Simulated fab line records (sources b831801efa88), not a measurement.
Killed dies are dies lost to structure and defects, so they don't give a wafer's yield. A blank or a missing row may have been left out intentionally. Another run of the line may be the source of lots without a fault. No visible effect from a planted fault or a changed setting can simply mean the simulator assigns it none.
Problem report in the 8D (eight disciplines) form, filled by code | flow gf180mcu | the parts of the form that need people (team, actions taken, sign-off) are left out

## 1. WHAT IS WRONG
Across 6 wafers from 2 lots, NWELL_OVL at GF_NWELL_OVL_MEAS_07 averages 39.2 nm, while fault-free wafers read -0.4 nm with a standard deviation of 1.5. That puts it +26 standard deviations away from the usual mean.
Earliest sighting: wafer L775.4 on overlay-01 at day 6 07:01. At this step, 39 wafers from 13 lots have a number in the record. Rule for "out" (also "out of limits"): further than 4 standard deviations from the usual mean. The other wafers with a number count as sound.

## 2. WHAT THIS IS AND IS NOT
question                    | is                     | is not
which readings at this step | NWELL_OVL              | -
which lots                  | L775, L776             | L762, L765, L766, L767, L769, L770, L771, L779, L781, L783, L784
which wafers of those lots  | all that have a number | -
read on which gauges        | overlay-01             | overlay-02
when                        | from day 6 07:01       | up to then (21 sound wafers); but 12 sound wafers of L779, L781, L783, L784 came after

## 3. WHAT RULES OUT EACH SUSPECT
Counting: any tool at a process step up to the reading is kept as a suspect provided that every lot that is out went through it and no sound lot did after the first of them.
- the gauge at GF_NWELL_OVL_MEAS_07: kept. All the wafers that are out were read on overlay-01, and no step on other tools shows them out.
- iline-stepper-01 at GF_NWELL_EXPOSE_04 (exposes mask Nwell, target cd 860 nm): kept. All lots that are out passed through it, beginning with L775 at day 5 23:48, and no sound lot followed; its final sound lot before that point was L770 at day 4 19:17.
After counting, iline-stepper-01 at GF_NWELL_EXPOSE_04 and overlay-01 at GF_NWELL_OVL_MEAS_07 remain.

## 4. THE CAUSE (what the simulator had put in)
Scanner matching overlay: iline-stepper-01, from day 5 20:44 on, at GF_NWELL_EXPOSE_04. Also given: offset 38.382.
After counting, 2 suspects remain, this tool included.

## 5. THE CHAIN OF EFFECTS, in route order
Rows list readings where the struck wafers' mean (over those with a number) sits beyond 3 standard deviations from the usual. Scope: only readings with a usual standard deviation given in the record; hours: median across lots of the time from each lot's start at the first step in this table that gives one to its start at this step; sigmas: change in usual standard deviations.
hours | step                 | reading   | usual   | on struck wafers | change | sigmas
0     | GF_NWELL_OVL_MEAS_07 | NWELL_OVL | -0.4 nm | 39.2             | +39.6  | +26
Later measuring or inspecting steps at which every struck wafer that the step has a row for has a number for every such reading, and none has moved that far: GF_CONTACT_THK_MEAS_26.

## 6. HOW IT WOULD HAVE BEEN CAUGHT EARLIER
Counted from the fault's start at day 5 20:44, it took 10 hours until the first out-of-limits reading at a measuring or inspecting step in this record, taken at day 6 07:01.
Each of the lots that are out, 2 in all, had begun GF_NWELL_EXPOSE_04 on iline-stepper-01 no later than day 6 07:01. Holding the tool at that point would not have protected any of them.
